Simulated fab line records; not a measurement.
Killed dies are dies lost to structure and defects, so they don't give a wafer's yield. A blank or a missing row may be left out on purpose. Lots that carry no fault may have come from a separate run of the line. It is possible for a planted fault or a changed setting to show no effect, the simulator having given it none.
Chamber matching | flow sky130 | SKY_CAP2M_CVD_00 on pecvd-01: 3 sister chambers
The step deposits SiO2, target thk 15.5 nm. 14 wafers are shown with their chamber, then 7 later ones without.

WAFERS PAIRED WITH THEIR CHAMBERS
wafer  | chamber | rf_fwd_power_W (W) | heater_power_w (W)
L079.1 | 0       | 436.4              | 754
L079.3 | 2       | 438.0              | 890
L079.4 | 0       | 437.4              | 735
L080.3 | 1       | 446.0              | 658
L080.4 | 0       | 439.4              | 823
L080.5 | 2       | 436.0              | 910
L083.1 | 0       | 440.7              | 772
L083.2 | 2       | 439.6              | 800
L083.5 | 1       | 445.3              | 706
L086.2 | 1       | 444.6              | 739
L086.4 | 2       | 438.9              | 819
L086.5 | 0       | 436.8              | 782
L092.2 | 2       | 440.7              | 918
L092.4 | 2       | 439.3              | 948

SIGNATURES (means of the wafers above)
reading        | chamber 0 | chamber 1 | chamber 2 | scatter within a chamber
rf_fwd_power_W | 438.140   | 445.300   | 438.750   | 1.58
heater_power_w | 773.20    | 701.00    | 880.83    | 47.6
Rule: a wafer's distance from a chamber is the root of the sum, over the readings, of the square of ((its reading less the chamber's mean) divided by the reading's scatter). The wafer belongs to the nearest chamber; if the next one is less than 2 further off, it can't be placed. How the scatter is found: for the shown wafers, subtract from each reading the mean of its chamber, square and add these, divide the total by (wafers less chambers), then take the root.

WAFERS WITH NO CHAMBER GIVEN
wafer  | rf_fwd_power_W (W) | heater_power_w (W)
L092.5 | 442.8              | 703
L094.3 | 442.1              | 752
L094.4 | 439.2              | 732
L094.5 | 439.7              | 845
L096.1 | 438.9              | 778
L096.2 | 438.6              | 751
L096.3 | 443.4              | 612

EACH ONE'S CHAMBER
wafer  | from the rows above          | in truth
L092.5 | can't be placed: 1 or 0      | 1
L094.3 | can't be placed: 1 or 0 or 2 | 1
L094.4 | 0                            | 0
L094.5 | can't be placed: 2 or 0      | 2
L096.1 | can't be placed: 0 or 2      | 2
L096.2 | 0                            | 0
L096.3 | 1                            | 1
Placed correctly: 3 of 7. Can't be placed from these rows: 4 (the true chamber is among the candidates in 4). 0 placed wrongly.
